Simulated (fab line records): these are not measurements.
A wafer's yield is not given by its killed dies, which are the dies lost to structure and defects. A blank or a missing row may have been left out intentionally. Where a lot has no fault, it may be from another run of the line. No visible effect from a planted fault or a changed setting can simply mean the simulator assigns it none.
Which of the tools did it? ; flow gf180mcu ; Sampling: 14 lots, 42 wafers, 5 of 602 route steps

WHAT EACH GAUGE READ, for each wafer
GF_VT_IMPLANT_RS_MEAS_49: measures by four-point-probe.
lot;measured;on;MVPSD_RS (ohm/sq)
L986;day 7 13:55;filmMetro-02;1168.6 1171.6 1171.0
L987;day 7 22:46;filmMetro-01;1166.2 1163.5 1167.8
L988;day 8 03:23;filmMetro-02;1178.6 1174.2 1173.4
L989;day 8 10:22;filmMetro-04;1173.4 1175.2 1173.0
L990;day 8 17:50;filmMetro-01;1169.7 1170.8 1170.1
L991;day 9 01:12;filmMetro-04;1179.1 1176.2 1178.9
L997;day 10 14:53;filmMetro-01;1177.3 1178.9 1177.1
L100;day 11 12:06;filmMetro-02;1172.0 1167.4 1174.9
L101;day 11 17:23;filmMetro-04;1165.0 1171.2 1165.1
L104;day 12 21:57;filmMetro-01;1171.2 1169.1 1172.5
L106;day 13 04:11;filmMetro-01;1174.5 1173.6 1169.1
L107;day 13 10:46;filmMetro-02;1170.1 1168.5 1168.0
L108;day 13 19:22;filmMetro-04;1169.0 1169.4 1170.4
L109;day 14 01:44;filmMetro-01;1169.3 1171.9 1172.9

GF_V3_THK_MEAS_01.
lot;measured;on;V3_CVD_00_THK (nm)
L986;day 21 10:31;filmMetro-03;603 609 608
L987;day 21 18:02;filmMetro-01;610 614 610
L988;day 22 04:03;filmMetro-01;599 597 598
L989;day 22 18:26;filmMetro-02;614 607 602
L990;day 23 05:07;filmMetro-02;601 612 602
L991;day 23 07:52;filmMetro-01;597 602 605
L997;day 25 11:23;filmMetro-02;607 603 593
L100;day 26 09:51;filmMetro-03;597 599 597
L101;day 26 13:32;filmMetro-01;609 604 605
L104;day 27 20:37;filmMetro-01;593 597 607
L106;day 28 04:18;filmMetro-02;606 606 606
L107;day 28 06:34;filmMetro-02;596 598 598
L108;day 28 15:50;filmMetro-01;611 594 597
L109;day 29 00:27;filmMetro-01;595 599 598

GF_V3_BOW_MEAS_05.
lot;measured;on;V3_BOW (um)
L986;day 21 11:01;filmMetro-01;107 128 114
L987;day 21 18:32;filmMetro-03;92 102 110
L988;day 22 04:32;filmMetro-02;98 95 95
L989;day 22 18:56;filmMetro-03;111 107 99
L990;day 23 05:37;filmMetro-03;137 122 118
L991;day 23 08:22;filmMetro-01;125 121 114
L997;day 25 11:54;filmMetro-01;120 122 132
L100;day 26 10:25;filmMetro-03;107 105 108
L101;day 26 14:03;filmMetro-03;108 117 102
L104;day 27 21:08;filmMetro-01;114 103 99
L106;day 28 04:48;filmMetro-03;109 125 100
L107;day 28 07:04;filmMetro-03;132 126 135
L108;day 28 16:20;filmMetro-01;111 113 114
L109;day 29 00:56;filmMetro-03;115 124 112

WHICH TOOL RAN EACH LOT (tool, then ch and the chambers of the sampled wafers, then the start)
lot;GF_MVPSD_IMPLANT_08;GF_V2_CMP_04
L986;implanter-04 ch 0, day 5 00:02;cmp-01 ch 2,3, day 19 07:09
L987;implanter-04 ch 0, day 5 07:26;cmp-02 ch 1,2,3, day 19 16:07
L988;implanter-02 ch 0, day 5 13:40;cmp-02 ch 0,2,3, day 20 01:48
L989;implanter-02 ch 0, day 5 18:59;cmp-01 ch 1,2,3, day 20 16:05
L990;implanter-04 ch 0, day 6 01:04;cmp-02 ch 1,2, day 21 04:50
L991;implanter-02 ch 0, day 6 07:16;cmp-02 ch 0,2,3, day 21 05:56
L997;implanter-02 ch 0, day 7 17:36;cmp-02 ch 2,3, day 23 12:28
L100;implanter-03 ch 0, day 8 12:17;cmp-01 ch 2,3, day 24 11:23
L101;implanter-03 ch 0, day 8 16:46;cmp-02 ch 2,3, day 24 15:43
L104;implanter-03 ch 0, day 9 17:39;cmp-02 ch 0,2,3, day 26 01:59
L106;implanter-04 ch 0, day 10 00:11;cmp-02 ch 0,1,2, day 26 08:35
L107;implanter-03 ch 0, day 10 06:23;cmp-01 ch 2,3, day 26 11:56
L108;implanter-02 ch 0, day 10 12:41;cmp-01 ch 0,2, day 26 22:14
L109;implanter-03 ch 0, day 10 18:52;cmp-01 ch 0,1,3, day 27 05:36
- GF_MVPSD_IMPLANT_08
- GF_V2_CMP_04: polishes SiO2.

WHAT THE TOOLS THEMSELVES READ (means of the sampled wafers that have a number; where no wafer has one, the mark that the record gives instead)
GF_V2_CMP_04.
lot;tool;motorCurrentA (A);slurryFilterDpKPa (kPa);timeToEndpointS (s)
L986;cmp-01;12.8;13.54;71
L987;cmp-02;10.8;13.47;78
L988;cmp-02;10.4;13.51;84
L989;cmp-01;12.8;13.41;74
L990;cmp-02;11.2;13.41;80
L991;cmp-02;10.9;13.44;77
L997;cmp-02;10.3;13.59;83
L100;cmp-01;13.0;13.46;75
L101;cmp-02;10.4;13.58;81
L104;cmp-02;10.8;13.58;73
L106;cmp-02;11.2;13.50;84
L107;cmp-01;13.2;13.50;77
L108;cmp-01;12.8;13.60;77
L109;cmp-01;12.9;13.46;82

THE ANSWER, worked out from the rows above alone
Rule: usual is defined by the lots themselves. Put in order of their means at a reading, lots are off if they are a third of the lots or fewer, leave a main group of 4 or more, and stand apart from it by a gap of 3 or more times the standard deviation of the main group's means; of several such gaps the widest counts. A main group whose means are all the same, to the digits that the tables above print for the reading, isn't used. A lot without any number at a reading at which 4 lots or more have one is off too. Any other lot the step has rows for is counted as sound. After the gauges, taken in route order, come the tools' own readings; for these a lot's mean is taken, as printed above. At the first step where some lot is off, the reading lying furthest off is the one used; lots without a number count as furthest.
No lot is off on any of the readings shown, so nothing can be concluded from this.

WHAT THE SIMULATOR HAD INSERTED
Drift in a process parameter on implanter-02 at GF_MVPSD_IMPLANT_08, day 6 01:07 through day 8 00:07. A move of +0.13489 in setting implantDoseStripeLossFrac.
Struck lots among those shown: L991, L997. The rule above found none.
